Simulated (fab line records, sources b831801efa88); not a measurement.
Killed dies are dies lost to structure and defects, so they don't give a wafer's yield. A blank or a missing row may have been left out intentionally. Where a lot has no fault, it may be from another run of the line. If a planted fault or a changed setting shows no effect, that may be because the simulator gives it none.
A lot that was struck, set against a sound lot | flow sky130 | 14 out of 708 route steps
Sound: these wafers, L982.2, L982.3, L982.5. Wafers struck: L992.3, L992.4, L992.5. The cause is given at the end.
Per side, at each step with rows, come the tool, then ch with its chambers, and then its first start. Under that, the readings that differ: sound wafers | struck wafers | difference of the means | sigmas: that difference in standard deviations of wafers without a fault.
alike: a reading whose means differ by less than 2 such deviations, as well as words and numbers matching on both sides. not compared: withheld readings; readings where some wafer has no value; bounds like >300 that might hide an equal value; numbers whose values overlap and for which the record gives no deviation.
The two part at a step that has a row with sigmas, a row that says differs or no value, or rows on one side only. Numbers that don't overlap but have no deviation are shown without sigmas and don't part them. Lack of a reading on every wafer of one side parts them only where that side has two or more wafers.

SKY_SONOS_ONO_OVL_MEAS_14:
  sound: overlay-02 at day 12 15:38; struck: overlay-01 at day 16 16:58
  alike: SONOS_ONO_OVL
SKY_SONOS_ONO_ETCH_15: etches the open film in CHF3/O2, target depth 19.52 nm, time 7.8 s.
  sound on rie_diel-02 ch 1,2, day 12 15:40; struck on rie_diel-02 ch 2,3, day 16 16:59
  alike: chamber_pressure_mTorr, chf3_flow_sccm, drypump_motor_current_A, oes_product_au, rf_fwd_power_W, throttle_valve_pct
  not compared: rf_hours_counter_h
then, 1 step without rows for these wafers: SKY_SONOS_ONO_WET_ETCH_16 (etches SiO2 in dHF, target depth 14 nm, time 280 s).
SKY_SONOS_ONO_STRIP_17: strips in O2/N2.
  sound on plasma_asher-04 ch 0,1, day 12 15:47; struck on plasma_asher-01 ch 0,1, day 16 17:08
  alike: chamber_pressure_mTorr, drypump_motor_current_A, oes_product_au, strip_time_to_endpoint_s
  not compared: rf_hours_counter_h
then, 3 steps without rows for these wafers: SKY_SONOS_ONO_WET_ETCH_18 (etches Si3N4 in H3PO4, target depth 15 nm, time 172 s); SKY_GATE_OXIDE_CLEAN_00 (cleans in SC1/SC2, time 150 s); SKY_GATE_OXIDE_OXIDATION_01 (stabilise 600 s, purge 300 s, target thk 10.268 nm).
SKY_GATE_OXIDE_THK_MEAS_02:
  sound: film_metro-03 at day 12 19:13; struck: film_metro-04 at day 17 01:33
  alike: GATE_OXIDE_OXIDATION_00_THK
then, 4 steps without rows for these wafers: SKY_GATE_OXIDE_DEHYDRATE_03 (time 60 s); SKY_GATE_OXIDE_HMDS_04 (prime time 60 s); SKY_GATE_OXIDE_COAT_05 (resist thk 1140 nm); SKY_GATE_OXIDE_SOFTBAKE_06 (time 60 s).
SKY_GATE_OXIDE_EXPOSE_07: exposes mask LVOM, target cd 600 nm.
  sound on iline_stepper-01 ch 0, day 13 07:56; struck on iline_stepper-01, day 17 14:45
  no value came back on the struck wafers for exposure_dose_mJ_cm2, focus_offset_nm (nm); on the sound wafers exposure_dose_mJ_cm2 reads 169.82 170.20 169.92
  alike: mask
after that, 1 step had no rows for these wafers: SKY_GATE_OXIDE_PEB_08.

== WHERE THEY PART ==
SKY_GATE_OXIDE_EXPOSE_07 only, going by this record.

WHY: what had been put in by the simulator
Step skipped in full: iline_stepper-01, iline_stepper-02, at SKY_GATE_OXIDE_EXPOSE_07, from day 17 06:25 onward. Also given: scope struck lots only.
